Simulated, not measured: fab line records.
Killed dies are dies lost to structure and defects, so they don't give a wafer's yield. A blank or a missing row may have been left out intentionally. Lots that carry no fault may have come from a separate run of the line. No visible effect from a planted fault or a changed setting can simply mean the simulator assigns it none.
Which tool was responsible?	flow gf180mcu	13 lots with 39 wafers sampled at 2 steps, on a route of 602 steps

WHAT THE GAUGES READ, wafer by wafer
GF_V2_THK_MEAS_25: measures by xrf. Usual: for V2_W_THK the level is 342 nm and the standard deviation is 4.8.
lot	measured	on	V2_W_THK (nm)	flag
L134	day 20 00:32	film-metro-04	348 345 341	
L135	day 20 04:28	film-metro-01	342 344 345	
L136	day 20 15:02	film-metro-04	336 339 336	
L137	day 21 08:26	film-metro-01	339 334 336	
L146	day 25 00:41	film-metro-03	340 347 348	
L147	day 25 10:11	film-metro-03	340 342 337	
L148	day 25 20:13	film-metro-03	340 336 343	
L150	day 26 06:14	film-metro-03	346 344 342	
L151	day 26 12:23	film-metro-03	338 337 338	
L152	day 26 12:50	film-metro-01	344 349 348	
L153	day 27 06:51	film-metro-04	340 341 339	
L155	day 27 07:50	film-metro-04	332 333 334	
L157	day 27 23:55	film-metro-03	337 338 337	

GF_M3_OVL_MEAS_15. Usual: for M3_OVL the level is -2 nm and the standard deviation is 5.5.
lot	measured	on	M3_OVL (nm)	flag
L134	day 21 01:12	overlay-01	-11 0 -4	
L135	day 21 04:59	overlay-02	4 4 2	
L136	day 21 15:06	overlay-01	0 -6 0	
L137	day 22 09:03	overlay-01	2 7 4	
L146	day 25 22:35	overlay-02	4 2 6	
L147	day 26 07:57	overlay-02	-4 -5 -6	
L148	day 26 17:53	overlay-01	-6 -7 -4	
L150	day 27 03:36	overlay-01	2 -4 7	
L151	day 27 09:47	overlay-02	-4 -4 7	
L152	day 27 09:51	overlay-01	8 0 0	
L153	day 28 04:08	overlay-01	-11 -6 -10	
L155	day 28 04:31	overlay-02	3 8 1	
L157	day 28 20:05	overlay-02	9 9 9	

WHAT TOOL EACH LOT RAN ON (gives the tool, then ch and the chambers of the sampled wafers, and finally the start)
Record: no process step prior to these readings.

AS READ BY THE TOOLS THEMSELVES (means over the sampled wafers that have a number; for cases with no such wafer, the mark the record gives instead)
The record holds no such reading with a usual standard deviation.

THE ANSWER, worked out from the rows above alone
Rule: lot off if the mean of its wafers having a number is beyond 3 standard deviations from the usual mean. A lot without any number at a reading at which 4 lots or more have one is off too. All remaining lots with rows at the step are treated as sound. After the gauges, taken in route order, come the tools' own readings; for these a lot's mean is taken, as printed above. The first step at which some lot is off is used, and at that step the reading that is off furthest; a lot without a number counts as furthest.
Across all readings shown, no lot is off: no conclusion can be drawn from this.

WHAT THE SIMULATOR PUT IN
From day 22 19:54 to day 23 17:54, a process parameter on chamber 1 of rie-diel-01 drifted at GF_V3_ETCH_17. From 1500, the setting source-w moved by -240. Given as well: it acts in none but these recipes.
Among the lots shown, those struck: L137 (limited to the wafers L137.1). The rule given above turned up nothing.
